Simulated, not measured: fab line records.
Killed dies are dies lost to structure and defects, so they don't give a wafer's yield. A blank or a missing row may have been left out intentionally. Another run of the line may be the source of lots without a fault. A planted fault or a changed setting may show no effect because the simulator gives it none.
Matching of chambers :: flow sky130 :: 4 sister chambers for SKY_PAD_OPEN_ETCH_07 on rie_diel-01
The step etches the open film in CF4/O2, stops on AlCu, target depth 725 nm, time 161.1 s. 24 wafers are shown with their chamber, then 12 later ones without.

== WAFERS, EACH WITH ITS CHAMBER ==
wafer: L075.1
chamber: 3
drypump_motor_current_A (A): 5.5
O2_flow_sccm (sccm): 9.980
throttle_valve_pct (%): 5.970

wafer: L075.4
chamber: 0
drypump_motor_current_A (A): 4.9
O2_flow_sccm (sccm): 9.951
throttle_valve_pct (%): 5.971

wafer: L075.5
chamber: 3
drypump_motor_current_A (A): 5.5
O2_flow_sccm (sccm): 10.030
throttle_valve_pct (%): 5.970

wafer: L076.4
chamber: 1
drypump_motor_current_A (A): 5.5
O2_flow_sccm (sccm): 10.022
throttle_valve_pct (%): 5.949

wafer: L076.5
chamber: 3
drypump_motor_current_A (A): 5.5
O2_flow_sccm (sccm): 10.020
throttle_valve_pct (%): 5.971

wafer: L076.6
chamber: 2
drypump_motor_current_A (A): 6.2
O2_flow_sccm (sccm): 10.068
throttle_valve_pct (%): 5.971

wafer: L078.3
chamber: 2
drypump_motor_current_A (A): 6.1
O2_flow_sccm (sccm): 9.976
throttle_valve_pct (%): 5.958

wafer: L078.5
chamber: 1
drypump_motor_current_A (A): 5.5
O2_flow_sccm (sccm): 10.050
throttle_valve_pct (%): 5.983

wafer: L078.6
chamber: 2
drypump_motor_current_A (A): 6.1
O2_flow_sccm (sccm): 9.985
throttle_valve_pct (%): 5.962

wafer: L080.1
chamber: 3
drypump_motor_current_A (A): 5.5
O2_flow_sccm (sccm): 10.038
throttle_valve_pct (%): 5.954

wafer: L080.2
chamber: 2
drypump_motor_current_A (A): 6.2
O2_flow_sccm (sccm): 9.982
throttle_valve_pct (%): 5.970

wafer: L080.4
chamber: 0
drypump_motor_current_A (A): 4.9
O2_flow_sccm (sccm): 10.023
throttle_valve_pct (%): 5.954

wafer: L081.3
chamber: 0
drypump_motor_current_A (A): 4.9
O2_flow_sccm (sccm): 9.981
throttle_valve_pct (%): 5.962

wafer: L081.5
chamber: 2
drypump_motor_current_A (A): 6.1
O2_flow_sccm (sccm): 9.976
throttle_valve_pct (%): 5.956

wafer: L081.6
chamber: 3
drypump_motor_current_A (A): 5.5
O2_flow_sccm (sccm): 9.992
throttle_valve_pct (%): 5.963

wafer: L082.1
chamber: 3
drypump_motor_current_A (A): 5.5
O2_flow_sccm (sccm): 10.017
throttle_valve_pct (%): 5.969

wafer: L082.3
chamber: 0
drypump_motor_current_A (A): 4.9
O2_flow_sccm (sccm): 10.028
throttle_valve_pct (%): 5.977

wafer: L082.5
chamber: 2
drypump_motor_current_A (A): 6.1
O2_flow_sccm (sccm): 10.029
throttle_valve_pct (%): 5.944

wafer: L083.1
chamber: 0
drypump_motor_current_A (A): 4.8
O2_flow_sccm (sccm): 9.964
throttle_valve_pct (%): 5.963

wafer: L083.2
chamber: 3
drypump_motor_current_A (A): 5.5
O2_flow_sccm (sccm): 9.987
throttle_valve_pct (%): 5.961

wafer: L083.4
chamber: 3
drypump_motor_current_A (A): 5.5
O2_flow_sccm (sccm): 10.007
throttle_valve_pct (%): 5.977

wafer: L085.2
chamber: 2
drypump_motor_current_A (A): 6.2
O2_flow_sccm (sccm): 10.031
throttle_valve_pct (%): 5.965

wafer: L085.3
chamber: 0
drypump_motor_current_A (A): 4.9
O2_flow_sccm (sccm): 9.936
throttle_valve_pct (%): 5.955

wafer: L085.5
chamber: 0
drypump_motor_current_A (A): 4.9
O2_flow_sccm (sccm): 9.954
throttle_valve_pct (%): 5.950

SIGNATURES (averages over the wafers above)
reading: drypump_motor_current_A
chamber 0: 4.886
chamber 1: 5.500
chamber 2: 6.143
chamber 3: 5.500
scatter within a chamber: 0.0359

reading: O2_flow_sccm
chamber 0: 9.97671
chamber 1: 10.03600
chamber 2: 10.00671
chamber 3: 10.00887
scatter within a chamber: 0.0309

reading: throttle_valve_pct
chamber 0: 5.96171
chamber 1: 5.96600
chamber 2: 5.96086
chamber 3: 5.96687
scatter within a chamber: 0.0101
Rule: distance of a wafer from a chamber = root of the sum over the readings of ((wafer's reading minus chamber's mean) / reading's scatter) squared. If the next closest chamber is less than 2 further off than the closest, the wafer can't be placed; otherwise it belongs to the closest. How the scatter is found: for the shown wafers, subtract from each reading the mean of its chamber, square and add these, divide the total by (wafers less chambers), then take the root.

== WAFERS WITH NO CHAMBER GIVEN ==
wafer: L088.2
drypump_motor_current_A (A): 5.5
O2_flow_sccm (sccm): 9.973
throttle_valve_pct (%): 5.949

wafer: L088.4
drypump_motor_current_A (A): 5.5
O2_flow_sccm (sccm): 10.025
throttle_valve_pct (%): 5.979

wafer: L088.6
drypump_motor_current_A (A): 5.5
O2_flow_sccm (sccm): 10.021
throttle_valve_pct (%): 5.969

wafer: L091.1
drypump_motor_current_A (A): 5.6
O2_flow_sccm (sccm): 9.997
throttle_valve_pct (%): 5.961

wafer: L091.3
drypump_motor_current_A (A): 6.2
O2_flow_sccm (sccm): 10.058
throttle_valve_pct (%): 5.985

wafer: L091.4
drypump_motor_current_A (A): 4.9
O2_flow_sccm (sccm): 10.021
throttle_valve_pct (%): 5.958

wafer: L092.1
drypump_motor_current_A (A): 5.5
O2_flow_sccm (sccm): 10.006
throttle_valve_pct (%): 5.984

wafer: L092.2
drypump_motor_current_A (A): 4.9
O2_flow_sccm (sccm): 9.972
throttle_valve_pct (%): 5.972

wafer: L092.6
drypump_motor_current_A (A): 6.1
O2_flow_sccm (sccm): 10.004
throttle_valve_pct (%): 5.968

wafer: L094.2
drypump_motor_current_A (A): 4.9
O2_flow_sccm (sccm): 9.967
throttle_valve_pct (%): 5.961

wafer: L094.4
drypump_motor_current_A (A): 5.5
O2_flow_sccm (sccm): 9.996
throttle_valve_pct (%): 5.983

wafer: L094.5
drypump_motor_current_A (A): 5.5
O2_flow_sccm (sccm): 10.034
throttle_valve_pct (%): 5.954

== CHAMBER TAKEN BY EACH ==
wafer: L088.2
from the rows above: can't be placed: 3 or 1
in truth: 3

wafer: L088.4
from the rows above: can't be placed: 3 or 1
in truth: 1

wafer: L088.6
from the rows above: can't be placed: 3 or 1
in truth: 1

wafer: L091.1
from the rows above: can't be placed: 3 or 1
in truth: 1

wafer: L091.3
from the rows above: 2
in truth: 2

wafer: L091.4
from the rows above: 0
in truth: 0

wafer: L092.1
from the rows above: can't be placed: 3 or 1
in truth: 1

wafer: L092.2
from the rows above: 0
in truth: 0

wafer: L092.6
from the rows above: 2
in truth: 2

wafer: L094.2
from the rows above: 0
in truth: 0

wafer: L094.4
from the rows above: can't be placed: 3 or 1
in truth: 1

wafer: L094.5
from the rows above: can't be placed: 1 or 3
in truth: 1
Placed correctly: 5 of 12. From these rows, 7 cannot be placed; in 7 the true chamber is one of the candidates. Placed wrongly: 0.
